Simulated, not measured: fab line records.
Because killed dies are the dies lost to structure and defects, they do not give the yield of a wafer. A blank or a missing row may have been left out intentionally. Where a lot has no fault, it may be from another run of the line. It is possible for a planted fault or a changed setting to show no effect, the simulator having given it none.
One fault through the eyes of 2 desks :: flow gf180mcu :: what lay behind the numbers comes last; until then each desk has only its own

FROM THE METROLOGY DESK
Lot by lot, what the gauges showed, no matter which tool ran the lot: averages of those sampled wafers that carry a number. The brackets show how far a lot's mean lies from the usual mean; more than 4 standard deviations puts the lot out of limits, marked OUT.
Columns: A = POLY_GATE_OXIDATION_THK at GF_POLY_GATE_THK_MEAS_17, usual 4.02 nm; B = cd nm at GF_HV_LDD_CD_MEAS_46, usual 400.6 nm; C = PSD_OVL at GF_PSD_OVL_MEAS_08, usual -0.1 nm
lot: L169
first seen here: day 9 15:20
A: 4.04
B: 400.7
C: 0.9

lot: L171
first seen here: day 10 06:46
A: 3.89
B: 400.4
C: -0.2

lot: L172
first seen here: day 10 12:57
A: 3.92
B: 397.8
C: 2.2

lot: L173
first seen here: day 10 19:11
A: 4.03
B: 398.6
C: -0.4

lot: L174
first seen here: day 10 22:19
A: 4.06
B: 402.0
C: 2.4

lot: L176
first seen here: day 11 10:57
A: 4.06
B: 398.2
C: 0.1

lot: L179
first seen here: day 12 12:25
A: 4.06
B: 397.9
C: 0.1

lot: L183
first seen here: day 13 17:54
A: 4.01
B: 392.4
C: -2.1

lot: L188
first seen here: day 15 15:00
A: 4.00
B: 399.2
C: -2.3

lot: L189
first seen here: day 15 20:17
A: 3.96
B: 404.2
C: -0.6

lot: L190
first seen here: day 16 04:26
A: 3.89
B: 399.7
C: 1.4

lot: L191
first seen here: day 16 04:26
A: 4.07
B: 399.4
C: -0.8
Finding of this desk: none of the 12 lots has anything out of limits.

AT THE TOOL OWNER'S DESK: litho track-02
The tool's own readings at GF_HV_LDD_COAT_41 (resist thk 1000 nm): means of the sampled wafers that have a number, for each lot that ran on this tool. The brackets show how far a lot's mean lies from the usual mean; more than 4 standard deviations puts the lot out of limits, marked OUT.
Columns: A = spin speed rpm at GF_HV_LDD_COAT_41, usual 3000.0 rpm
lot: L169
first seen here: day 12 07:05
A: 2999.3

lot: L172
first seen here: day 13 08:08
A: 3000.3

lot: L176
first seen here: day 14 09:04
A: 2998.9

lot: L179
first seen here: day 15 13:19
A: 2686.1 (-99 or more) OUT

lot: L183
first seen here: day 16 22:08
A: 2684.3 (-99 or more) OUT

lot: L191
first seen here: day 19 14:50
A: 2999.2
This desk's finding: out of limits on L179, L183; first on L179, day 15 13:19 (spin speed rpm at GF_HV_LDD_COAT_41). Within limits: L169, L172, L176, L191.

TAKEN TOGETHER
The tool owner's desk had the chance to raise an alarm at day 15 13:19 on L179, L183.
Nothing out of limits was seen by the metrology desk.
The metrology desk has L179, L183 on record, within its limits.
On litho track-02, each named lot ran GF_HV_LDD_COAT_41.

WHAT THE SIMULATOR PUT IN
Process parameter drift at GF_HV_LDD_COAT_41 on litho track-02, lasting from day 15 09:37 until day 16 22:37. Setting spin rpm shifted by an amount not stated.
Shown lots that were struck: L179, L183.
How many hours passed from the start of the fault until each desk's first out-of-limits reading: the tool owner's desk, 4.
